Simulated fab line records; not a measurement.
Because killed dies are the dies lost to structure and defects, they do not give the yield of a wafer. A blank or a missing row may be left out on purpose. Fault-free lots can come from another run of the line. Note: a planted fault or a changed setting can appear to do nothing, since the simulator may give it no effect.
Comparing a struck lot with a sound one + flow sky130 + 16 steps out of a route of 708
Sound: the wafers L737.1, L737.2, L737.5. Struck: wafer L732.1; the same lot's L732.3 was not struck, so it is left out; see the end for the cause.
Each step with rows lists, per side, the tool, then ch with its chambers, then its first start. Under that, the readings that differ: sound wafers + struck wafers + difference of the means + sigmas: that difference in standard deviations of wafers without a fault.
alike: readings whose means differ by less than 2 such deviations, and words and numbers that are the same on both sides. not compared: withheld readings, readings that some wafer has no value for, bounds like >300 that may hide the same value, and numbers for which the record gives no deviation and whose values overlap.
Wherever a step has rows on one side only, a row that says differs or no value, or a row with sigmas, the two part there. Numbers that don't overlap but have no deviation are shown without sigmas and don't part them. A reading missing from all wafers of one side parts the sides only when that side holds two or more wafers.

first, 1 step without rows for these wafers: SKY_VT_ADJUST_NCORE_DEVELOP_06 (develop time 60 s).
SKY_VT_ADJUST_NCORE_CD_MEAS_07: the cd target is 380 nm.
  struck on cd_sem-01, day 11 23:19; sound on cd_sem-01, day 13 09:06
  alike: cd_nm
SKY_VT_ADJUST_NCORE_OVL_MEAS_08:
  struck on overlay-01, day 11 23:26; sound on overlay-02, day 13 09:13
  alike: VT_ADJUST_NCORE_OVL
next, for these wafers, 1 step has no rows: SKY_VT_ADJUST_NCORE_IMPLANT_09.
SKY_VT_ADJUST_NCORE_STRIP_10: strips in O2/N2.
  sound on plasma_asher-02 ch 0,1, day 13 09:25; struck on plasma_asher-01 ch 1, day 11 23:38
  alike: drypump_motor_current_A, oes_product_au, strip_time_to_endpoint_s
  not compared: rf_hours_counter_h
SKY_VT_ADJUST_NCORE_TW_MEAS_11:
  struck on film_metro-01, day 11 23:44; sound on film_metro-04, day 13 09:31
| reading            | sound             | struck | difference | sigmas |
|--------------------|-------------------|--------|------------|--------|
| VT_ADJUST_NCORE_TW | 215.8 215.7 215.8 | 219.9  | +4.1       | +2     |
then, 6 steps without rows for these wafers: SKY_VT_ADJUST_HVTR_DEHYDRATE_00 (time 60 s); SKY_VT_ADJUST_HVTR_HMDS_01 (prime time 60 s); SKY_VT_ADJUST_HVTR_COAT_02 (resist thk 1140 nm); SKY_VT_ADJUST_HVTR_SOFTBAKE_03 (time 60 s); SKY_VT_ADJUST_HVTR_EXPOSE_04 (exposes mask HVTRM, target cd 380 nm); SKY_VT_ADJUST_HVTR_PEB_05.
SKY_VT_ADJUST_HVTR_DEVELOP_06: develop time 60 s.
  sound on litho_track-04 ch 0, day 14 11:09; struck on litho_track-02 ch 0, day 13 00:04
SKY_VT_ADJUST_HVTR_CD_MEAS_07: the cd target is 380 nm.
  struck on cd_sem-02, day 13 00:29; sound on cd_sem-01, day 14 11:18
| reading    | sound             | struck | difference | sigmas |
|------------|-------------------|--------|------------|--------|
| cd_nm (nm) | 381.4 380.4 379.3 | 400.0  | +19.6      | +8     |
  not compared: hold
SKY_VT_ADJUST_HVTR_OVL_MEAS_08:
  struck on overlay-02, day 13 06:50; sound on overlay-01, day 14 11:25
| reading | sound | struck                   | difference                   | sigmas |
|---------|-------|--------------------------|------------------------------|--------|
| hold    | - - - | await_dispo/6.2h/release | no value on the sound wafers |        |
  alike: VT_ADJUST_HVTR_OVL
-- the record jumps here: 36 days lie between the struck wafers' starts before and after (it left off in module VT_ADJUST_HVTR and takes up again in module PAD_OPEN, whose first step shown is number 708 of the route) --
SKY_PAD_OPEN_PROBE_99:
  struck on prober-02, day 48 21:35; sound on prober-02, day 49 20:07
  alike: killed_at_M0_to_M3, killed_at_M4_up, killed_at_contacts, killed_at_front_end, killed_at_other, killed_dies, killed_open, killed_short
  not compared: hold

## WHERE THEY PART
At SKY_VT_ADJUST_NCORE_TW_MEAS_11 first; at SKY_VT_ADJUST_HVTR_OVL_MEAS_08 last (within this record only). Later steps at which nothing parts them and some readings are alike: SKY_PAD_OPEN_PROBE_99.

WHY: the cause the simulator had injected
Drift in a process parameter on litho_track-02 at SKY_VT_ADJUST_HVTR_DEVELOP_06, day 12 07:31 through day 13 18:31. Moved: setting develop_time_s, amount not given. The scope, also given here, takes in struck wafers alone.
